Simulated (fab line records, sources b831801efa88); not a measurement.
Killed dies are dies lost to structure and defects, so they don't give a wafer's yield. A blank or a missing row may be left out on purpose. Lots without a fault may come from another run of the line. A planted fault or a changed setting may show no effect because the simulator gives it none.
Chamber matching | flow sky130 | SKY_VIA2_CMP_02 on cmp-01: 4 sister chambers
The step polishes SiO2. 4 wafers are shown with their chamber, then 10 later ones without.

WAFERS WITH THEIR CHAMBER
wafer  | chamber | motor_current_A (A)
L079.2 | 1       | 12.3
L081.4 | 0       | 12.1
L081.5 | 2       | 11.6
L084.5 | 3       | 12.3

WAFERS WITHOUT THEIR CHAMBER
wafer  | motor_current_A (A)
L084.6 | 12.6
L094.1 | 12.8
L094.3 | 12.6
L094.4 | 11.4
L095.1 | 12.1
L095.3 | 11.9
L095.6 | 11.9
L096.1 | 12.2
L096.2 | 11.9
L096.3 | 12.1

WHICH CHAMBER EACH WENT THROUGH
wafer  | from the rows above               | in truth
L084.6 | can't be placed: 1 or 3 or 0      | 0
L094.1 | can't be placed: 1 or 3 or 0      | 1
L094.3 | can't be placed: 1 or 3 or 0      | 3
L094.4 | 2                                 | 2
L095.1 | can't be placed: 0 or 1 or 3      | 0
L095.3 | can't be placed: 0 or 2 or 1 or 3 | 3
L095.6 | can't be placed: 0 or 2 or 1 or 3 | 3
L096.1 | can't be placed: 0 or 1 or 3      | 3
L096.2 | can't be placed: 0 or 2 or 1 or 3 | 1
L096.3 | can't be placed: 0 or 1 or 3      | 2
Placed correctly: 1 of 10. Can't be placed from these rows: 9 (the true chamber is among the candidates in 8). Placed wrongly: 0.
How it was worked out, from the rows above alone: a wafer's distance from a chamber is the root of the sum, over the readings, of the square of ((its reading less the chamber's mean) divided by the reading's scatter). The wafer belongs to the nearest chamber; if the next one is less than 2 further off, it can't be placed. A chamber's mean is the mean of its shown wafers. The scatter: with one shown wafer a chamber, the root of the mean of the squares of how far each hidden wafer lies from its nearest shown one.
